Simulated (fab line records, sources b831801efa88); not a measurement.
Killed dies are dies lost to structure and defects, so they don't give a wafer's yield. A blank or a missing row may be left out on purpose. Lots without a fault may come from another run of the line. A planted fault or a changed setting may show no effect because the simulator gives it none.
A struck lot beside a sound one | flow sfq_line | 14 steps out of a route of 325
Sound: wafers L164.1, L164.4, L164.6. Struck: wafers L163.2, L163.3, L163.6. The cause comes at the end.
At each step with rows: each side's tool, then ch and its chambers, then its first start. Under that, the readings that differ: sound wafers | struck wafers | difference of the means | sigmas: that difference in standard deviations of wafers without a fault.
alike: readings whose means differ by less than 2 such deviations, and words and numbers that are the same on both sides. not compared: withheld readings, readings that some wafer has no value for, bounds like >300 that may hide the same value, and numbers for which the record gives no deviation and whose values overlap.
The two part at a step that has a row with sigmas, a row that says differs or no value, or rows on one side only. Numbers that don't overlap but have no deviation are shown without sigmas and don't part them. A reading that every wafer of one side lacks parts them only if that side has two wafers or more.

SFQ_TRILAYER_M2_BARC_OPEN_METAL_ETCH_077: etches BARC in O2, target depth 125 nm, time 41.7 s.
  sound on rie_metal-03 ch 0,1, day 38 20:40; struck on rie_metal-02 ch 0,1, day 38 08:40
  alike: drypump_motor_current_A, oes_product_au, rf_fwd_power_W
  not compared: rf_hours_counter_h
SFQ_TRILAYER_M2_ETCH_METAL_ETCH_060: etches Nb in Cl2/Ar, stops on SiO2, target depth 240 nm, time 120 s.
  sound on rie_metal-03 ch 0,1, day 38 20:43; struck on rie_metal-02 ch 0,1, day 38 08:43
  alike: drypump_motor_current_A, oes_product_au, rf_fwd_power_W
  not compared: rf_hours_counter_h
then, 2 steps without rows for these wafers: SFQ_TRILAYER_M2_STRIP_STRIP_061 (strips in O2); SFQ_TRILAYER_M2_STRIP_SOLV_CLEAN_062 (cleans in NMP, time 600 s).
SFQ_TRILAYER_I2_DEP_PECVD_063: deposits SiO2 from SiH4/N2O, time 111.11 s, target thk 500 nm.
  sound on pecvd-04 ch 0,1,2, day 38 21:37; struck on pecvd-02 ch 1,2, day 38 09:37
  alike: heater_power_w, rf_fwd_power_W, throttle_valve_pct
SFQ_TRILAYER_I2_CMP_CMP_064: polishes SiO2.
  sound on cmp-02 ch 0,2,3, day 38 22:12; struck on cmp-02 ch 0,1,3, day 38 10:44
  alike: motor_current_A, slurry_flow_ml_min, time_to_endpoint_s
SFQ_I2_BOW_MEAS_917:
  sound on film_metro-02, day 39 00:42; struck on film_metro-04, day 38 12:46
  alike: I2_BOW
SFQ_TRILAYER_I2_METRO_MEASURE_065:
  sound on film_metro-02, day 39 00:49; struck on film_metro-04, day 38 13:04
  alike: thk_nm
then, 4 steps without rows for these wafers: SFQ_TRILAYER_I2_VIA_LITHO_COAT_072 (resist thk 62 nm); SFQ_TRILAYER_I2_VIA_LITHO_COAT_067 (resist thk 650 nm); SFQ_TRILAYER_I2_VIA_LITHO_SOFTBAKE_071; SFQ_TRILAYER_I2_VIA_LITHO_EXPOSE_068 (exposes mask I2, target cd 500 nm).
-- the record jumps here: 6 days lie between the struck wafers' starts before and after --
SFQ_TRILAYER_I2_VIA_LITHO_PEB_070: peb time 60 s.
  sound on litho_track-02 ch 0, day 45 00:53; struck on litho_track-03 ch 0, day 44 14:07
  reading                  | sound                | struck               | difference | sigmas
  heater_power_total_W (W) | 79.22 79.22 79.11    | 74.79 74.92 74.80    | -4.35      | -60
  plate_temp_C (C)         | 115.10 115.10 114.97 | 110.31 110.24 110.19 | -4.81      | -34
then, 1 step without rows for these wafers: SFQ_TRILAYER_I2_VIA_LITHO_DEVELOP_069 (time 60 s).

WHERE THEY PART
Only at SFQ_TRILAYER_I2_VIA_LITHO_PEB_070, within this record.

WHY: what the simulator had put in
Process parameter drift: litho_track-03, from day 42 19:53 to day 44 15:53, at SFQ_TRILAYER_I2_VIA_LITHO_PEB_070. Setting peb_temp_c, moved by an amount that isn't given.
